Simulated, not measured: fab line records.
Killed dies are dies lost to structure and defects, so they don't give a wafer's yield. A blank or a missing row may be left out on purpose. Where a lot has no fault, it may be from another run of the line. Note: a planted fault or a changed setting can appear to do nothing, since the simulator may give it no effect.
A struck lot beside a sound one -- flow sky130 -- 35 out of 708 route steps
Sound: wafers L918.1, L918.5, L918.6. Struck: wafers L931.4, L931.6 (left out: L931.3, a lot-mate that was not struck); the cause follows at the end.
Per side, at each step with rows, come the tool, then ch with its chambers, and then its first start. Under that, the readings that differ: sound wafers -- struck wafers -- difference of the means -- sigmas: that difference in standard deviations of wafers without a fault.
alike: readings with means less than 2 such deviations apart, plus words and numbers identical on both sides. not compared: withheld readings, readings lacking a value on some wafer, bounds such as >300 that could conceal the same value, and numbers that have no deviation in the record and whose values overlap.
The two part at a step that has a row with sigmas, a row that says differs or no value, or rows on one side only. Numbers that have no deviation but don't overlap get no sigmas and don't part them. A reading that every wafer of one side lacks parts them only if that side has two wafers or more.

first, 9 steps without rows for these wafers: SKY_LOCAL_INTERCONNECT_DEHYDRATE_03 (time 60 s); SKY_LOCAL_INTERCONNECT_HMDS_04 (prime time 60 s); SKY_LOCAL_INTERCONNECT_COAT_05 (resist thk 60 nm); SKY_LOCAL_INTERCONNECT_COAT_06 (resist thk 450 nm); SKY_LOCAL_INTERCONNECT_SOFTBAKE_07 (time 90 s); SKY_LOCAL_INTERCONNECT_EXPOSE_08 (exposes mask LI1M, target cd 170 nm); SKY_LOCAL_INTERCONNECT_PEB_09; SKY_LOCAL_INTERCONNECT_DEVELOP_10 (develop time 60 s); SKY_LOCAL_INTERCONNECT_ETCH_13 (etches BARC in N2/H2, stops on SiO2, time 45.9 s, target depth 60 nm).
SKY_LOCAL_INTERCONNECT_METAL_ETCH_14: etches TiN in Cl2/BCl3, stops on PSG, target depth 110 nm, time 31.4 s.
  sound on rie metal-04 ch 0,1, day 30 23:29; struck on rie metal-01 ch 0, day 34 23:17
reading,sound,struck,difference,sigmas
drypump motor current A (A),5.5 5.4 5.9,6.6 6.6,+1.0,+3
  alike: oes product au, throttle valve pct
  not compared: rf hours counter h
then, 24 steps without rows for these wafers: SKY_LOCAL_INTERCONNECT_STRIP_15 (strips in O2/N2); SKY_LOCAL_INTERCONNECT_STRIP_16 (strips in post etch residue remover, time 1200 s); SKY_LOCAL_INTERCONNECT_CLEAN_17 (cleans in IPA, time 180 s); SKY_LOCAL_INTERCONNECT_CLEAN_18 (cleans in O3/DIW); SKY_CONTACT_CVD_00 (deposits Si3N4, target thk 75 nm); SKY_CONTACT_HDPCVD_02 (deposits SiO2, target thk 565 nm, time 94.2 s); SKY_CONTACT_CMP_04 (polishes SiO2); SKY_CONTACT_DEHYDRATE_06 (time 60 s); SKY_CONTACT_HMDS_07 (prime time 60 s); SKY_CONTACT_COAT_08 (resist thk 60 nm); SKY_CONTACT_COAT_09 (resist thk 450 nm); SKY_CONTACT_SOFTBAKE_10 (time 90 s); SKY_CONTACT_EXPOSE_11 (exposes mask CTM1, target cd 170 nm); SKY_CONTACT_PEB_12; SKY_CONTACT_DEVELOP_13 (develop time 60 s); SKY_CONTACT_ETCH_16 (etches BARC in N2/H2, stops on SiO2, time 45.9 s, target depth 60 nm); SKY_CONTACT_ETCH_17 (etches SiO2 in C4F8/O2/Ar, stops on Si3N4, target depth 340 nm); SKY_CONTACT_ETCH_18 (etches Si3N4 in CHF3/O2, stops on TiN, time 39 s, target depth 75 nm); SKY_CONTACT_STRIP_19 (strips in O2/N2); SKY_CONTACT_STRIP_20 (strips in post etch residue remover, time 1200 s); SKY_CONTACT_CLEAN_21 (cleans in IPA, time 180 s); SKY_CONTACT_CLEAN_22 (cleans in O3/DIW); SKY_CONTACT_SPUTTER_23 (material TiN, target thk 20 nm, time 80 s); SKY_CONTACT_CVD_24 (deposits W, target thk 340 nm, time 102.12 s).
-- the record jumps here: 14 days lie between the struck wafers' starts before and after (it left off in module CONTACT and takes up again in module PAD_OPEN, whose first step shown is number 708 of the route) --
SKY_PAD_OPEN_PROBE_99:
  sound on prober-01 at day 46 05:53; struck on prober-02 at day 49 01:58
reading,sound,struck,difference,sigmas
killed at contacts,22 18 29,76 63,+46,+9
killed dies,83 67 82,137 130,+56,+6
killed on rim,12 16 12,30 31,+17,+5
  alike: killed_at_M0_to_M3, killed_at_M4_up, killed at front end, killed at other, killed open, killed short

== WHERE THEY PART ==
Earliest at SKY_LOCAL_INTERCONNECT_METAL_ETCH_14; latest, in this record, at SKY_PAD_OPEN_PROBE_99.

WHY: whatever the simulator had introduced
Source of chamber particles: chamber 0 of rie metal-01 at SKY_LOCAL_INTERCONNECT_METAL_ETCH_14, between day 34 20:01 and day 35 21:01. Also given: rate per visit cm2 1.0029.
